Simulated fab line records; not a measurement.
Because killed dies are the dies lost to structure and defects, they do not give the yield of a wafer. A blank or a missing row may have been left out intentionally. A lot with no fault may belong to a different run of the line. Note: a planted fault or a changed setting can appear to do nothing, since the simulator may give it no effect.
Struck lot and sound lot, side by side	flow sky130	43 out of 708 route steps
Sound: wafers L951.1, L951.2, L951.6. Wafers struck: L963.3, L963.5, L963.6. At the end, the cause is stated.
Order at every step that has rows: each side's tool, ch and its chambers, its first start. Under that, the readings that differ: sound wafers	struck wafers	difference of the means	sigmas: that difference in standard deviations of wafers without a fault.
alike: readings with means less than 2 such deviations apart, plus words and numbers identical on both sides. not compared: withheld readings, readings lacking a value on some wafer, bounds such as >300 that could conceal the same value, and numbers that have no deviation in the record and whose values overlap.
A row with sigmas, a row that says differs or no value, or rows on one side alone: a step with any of these is where the two part. When numbers do not overlap yet have no deviation, they are printed without sigmas and do not part them. Lack of a reading on every wafer of one side parts them only where that side has two or more wafers.

first, 5 steps without rows for these wafers: SKY_GATE_OXIDE_COAT_05 (resist thk 1140 nm); SKY_GATE_OXIDE_SOFTBAKE_06 (time 60 s); SKY_GATE_OXIDE_EXPOSE_07 (exposes mask LVOM, target cd 600 nm); SKY_GATE_OXIDE_PEB_08; SKY_GATE_OXIDE_DEVELOP_09 (develop time 60 s).
SKY_GATE_OXIDE_OVL_MEAS_10:
  sound: overlay-02 at day 13 14:23; struck: overlay-01 at day 18 03:47
  alike: GATE_OXIDE_OVL
then, 2 steps without rows for these wafers: SKY_GATE_OXIDE_IMPLANT_11; SKY_GATE_OXIDE_WET_ETCH_12 (etches SiO2 in dHF, target depth 16.8 nm, time 336 s).
SKY_GATE_OXIDE_STRIP_13: strips in O2/N2.
  sound on plasma-asher-02 ch 0,1, day 13 14:41; struck on plasma-asher-02 ch 0,1, day 18 04:05
  alike: drypump-motor-current-A, oes-product-au, strip-time-to-endpoint-s
  not compared: rf-hours-counter-h
SKY_GATE_OXIDE_TW_MEAS_14:
  sound: film-metro-03 at day 13 14:47; struck: film-metro-02 at day 18 04:11
  alike: GATE_OXIDE_TW
then, 2 steps without rows for these wafers: SKY_GATE_OXIDE_CLEAN_15 (cleans in SC1/SC2, time 150 s); SKY_GATE_OXIDE_OXIDATION_16 (stabilise 600 s, purge 300 s, target thk 3.57 nm).
SKY_POLY_GATE_CVD_00: deposits poly-Si, target thk 180 nm, time 720 s.
  sound on lpcvd-01 ch 1, day 13 16:58; struck on lpcvd-01 ch 1, day 18 07:23
  alike: spike-tc-lower-C, zone-power-top-pct
SKY_POLY_GATE_THK_MEAS_01:
  sound: film-metro-02 at day 13 18:10; struck: film-metro-04 at day 18 09:13
  alike: POLY_GATE_CVD_00_THK
then, 8 steps without rows for these wafers: SKY_RES_PROTECT_DEHYDRATE_00 (time 60 s); SKY_RES_PROTECT_HMDS_01 (prime time 60 s); SKY_RES_PROTECT_COAT_02 (resist thk 1140 nm); SKY_RES_PROTECT_SOFTBAKE_03 (time 60 s); SKY_RES_PROTECT_EXPOSE_04 (exposes mask RPM, target cd 1270 nm); SKY_RES_PROTECT_PEB_05; SKY_RES_PROTECT_DEVELOP_06 (develop time 60 s); SKY_POLY_GATE_IMPLANT_02.
SKY_RES_PROTECT_STRIP_07: strips in O2/N2.
  sound on plasma-asher-01 ch 0,1, day 14 20:52; struck on plasma-asher-04 ch 0,1, day 19 16:12
  alike: drypump-motor-current-A, oes-product-au, strip-time-to-endpoint-s
  not compared: rf-hours-counter-h
SKY_RES_PROTECT_TW_MEAS_08:
  sound: film-metro-04 at day 14 20:58; struck: film-metro-04 at day 19 16:17
  alike: POLY_GATE_TW
then, 2 steps without rows for these wafers: SKY_RES_PROTECT_CLEAN_09 (cleans in SC1/SC2, time 150 s); SKY_POLY_GATE_CVD_03 (deposits Si3N4 from DCS/NH3, target thk 75 nm, time 1290 s).
SKY_POLY_GATE_THK_MEAS_04:
  sound: film-metro-03 at day 14 22:50; struck: film-metro-03 at day 19 17:46
  alike: POLY_GATE_CVD_03_THK
then, 8 steps without rows for these wafers: SKY_POLY_GATE_DEHYDRATE_05 (time 60 s); SKY_POLY_GATE_HMDS_06 (prime time 60 s); SKY_POLY_GATE_COAT_07 (resist thk 110 nm); SKY_POLY_GATE_COAT_08 (resist thk 450 nm); SKY_POLY_GATE_SOFTBAKE_09 (time 90 s); SKY_POLY_GATE_EXPOSE_10 (exposes mask P1M, target cd 150 nm); SKY_POLY_GATE_PEB_11; SKY_POLY_GATE_DEVELOP_12 (develop time 60 s).
SKY_POLY_GATE_CD_MEAS_13: the cd target is 150 nm.
  sound: cd-sem-02 at day 16 01:52; struck: cd-sem-02 at day 21 00:07
  alike: cd-nm
SKY_POLY_GATE_OVL_MEAS_14:
  sound: overlay-02 at day 16 01:59; struck: overlay-01 at day 21 00:12
  alike: POLY_GATE_OVL
SKY_POLY_GATE_ETCH_15: etches BARC in N2/H2, stops on SiO2, time 118.5 s, target depth 110 nm.
  sound on rie-diel-02 ch 1,3, day 16 02:02; struck on rie-diel-03 ch 0,1, day 21 00:14
  alike: drypump-motor-current-A, oes-product-au, throttle-valve-pct
  not compared: rf-hours-counter-h
then, 1 step without rows for these wafers: SKY_POLY_GATE_ETCH_16 (etches Si3N4 in CH3F/O2, stops on poly-Si, time 147.5 s, target depth 75 nm).
SKY_POLY_GATE_ETCH_17: etches poly-Si in HBr/Cl2, stops on SiO2, target depth 180 nm, time 70.5 s.
  sound on rie-si-02 ch 0,2, day 16 02:13; struck on rie-si-02 ch 0,1, day 21 00:25
  alike: drypump-motor-current-A, oes-product-au, throttle-valve-pct
  not compared: rf-hours-counter-h
SKY_POLY_GATE_STRIP_18: strips in O2/N2.
  sound on plasma-asher-02 ch 0,1, day 16 02:16; struck on plasma-asher-02 ch 0,1, day 21 00:30
  alike: drypump-motor-current-A, oes-product-au, strip-time-to-endpoint-s
  not compared: rf-hours-counter-h
then, 1 step without rows for these wafers: SKY_POLY_GATE_CLEAN_19 (cleans in SC1/SC2, time 150 s).
-- a jump in the record: the struck wafers' starts before and after are 28 days apart (it breaks off in module POLY_GATE and resumes in module PAD_OPEN, where the first step shown is number 708 of the route) --
SKY_PAD_OPEN_PROBE_99:
  rows exist in the record for the struck wafers here (prober-01, day 48 17:04), but not for the sound ones

== WHERE THEY PART ==
At SKY_PAD_OPEN_PROBE_99 and nowhere else, as far as this record goes.

WHY: what the simulator had put in
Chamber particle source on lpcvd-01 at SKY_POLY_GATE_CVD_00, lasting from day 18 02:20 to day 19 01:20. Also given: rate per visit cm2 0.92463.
